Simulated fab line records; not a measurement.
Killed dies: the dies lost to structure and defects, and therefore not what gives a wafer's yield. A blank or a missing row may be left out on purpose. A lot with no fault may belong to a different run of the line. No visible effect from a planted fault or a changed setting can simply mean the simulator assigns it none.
Chamber matching ; flow sfqLine ; 4 sister chambers for SFQ_TRILAYER_I6_CMP_CMP_166 on cmp-02
The step polishes SiO2. 8 wafers are shown with their chamber, then 7 later ones without.

EACH WAFER AND ITS CHAMBER
wafer;chamber;motorCurrentA (A);timeToEndpointS (s)
L116.3;0;10.2;224
L116.6;1;13.1;230
L117.2;2;9.5;208
L117.3;1;12.4;209
L121.1;2;9.4;208
L121.6;0;10.1;214
L131.4;3;11.6;221
L131.5;3;12.2;224

WAFERS WITH NO CHAMBER GIVEN
wafer;motorCurrentA (A);timeToEndpointS (s)
L131.6;9.5;226
L133.1;9.7;229
L133.4;11.8;221
L133.6;12.0;225
L137.2;12.3;217
L137.4;12.5;221
L137.5;9.5;220

THE CHAMBER EACH PASSED THROUGH
wafer;from the rows above;in truth
L131.6;can't be placed: 0 or 2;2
L133.1;can't be placed: 0 or 2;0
L133.4;3;3
L133.6;can't be placed: 3 or 1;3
L137.2;can't be placed: 3 or 1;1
L137.4;can't be placed: 1 or 3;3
L137.5;can't be placed: 2 or 0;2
Placed correctly: 1 of 7. Cannot be placed on the basis of these rows: 6; the candidates contain the true chamber in 6. Wrongly placed: 0.
How it was worked out, from the rows above alone: a wafer's distance from a chamber is the root of the sum, over the readings, of the square of ((its reading less the chamber's mean) divided by the reading's scatter). If the next closest chamber is less than 2 further off than the closest, the wafer can't be placed; otherwise it belongs to the closest. A chamber's mean is the mean of its shown wafers. The scatter is the square root of a quotient: the sum, over the shown wafers, of each reading's squared deviation from its chamber's mean, divided by wafers minus chambers.
